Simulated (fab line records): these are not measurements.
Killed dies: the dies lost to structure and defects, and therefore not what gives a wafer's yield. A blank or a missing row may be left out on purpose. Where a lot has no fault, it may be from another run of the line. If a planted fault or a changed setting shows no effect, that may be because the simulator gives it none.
Chamber matching ; flow gf180mcu ; 3 sister chambers for GF_V3_CVD_02 on pecvd-04
The step deposits SiO2 from TEOS, target thk 850 nm, time 94.851 s. 3 wafers are shown with their chamber, then 9 later ones without.

## WAFERS WITH THEIR CHAMBER
wafer;chamber;heater power w (W)
L083.3;1;589
L088.3;2;646
L088.5;0;709

## WAFERS WITH NO CHAMBER GIVEN
wafer;heater power w (W)
L092.2;653
L092.3;539
L092.6;573
L094.3;698
L094.4;541
L094.6;579
L095.2;592
L095.3;584
L095.6;660

## WHICH CHAMBER EACH ONE RAN IN
wafer;from the rows above;in truth
L092.2;can't be placed: 2 or 0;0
L092.3;1;1
L092.6;1;1
L094.3;can't be placed: 0 or 2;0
L094.4;1;1
L094.6;1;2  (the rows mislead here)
L095.2;1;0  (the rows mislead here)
L095.3;1;1
L095.6;can't be placed: 2 or 0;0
Correct placement for 4 of the 9. Not placeable from these rows: 3 (in 3, the candidates include the true chamber). 2 placed wrongly.
How it was worked out, from the rows above alone: a wafer's distance from a chamber is the root of the sum, over the readings, of the square of ((its reading less the chamber's mean) divided by the reading's scatter). The wafer belongs to the nearest chamber; if the next one is less than 2 further off, it can't be placed. A chamber's mean is the mean of its shown wafers. The scatter: with one shown wafer a chamber, the root of the mean of the squares of how far each hidden wafer lies from its nearest shown one.
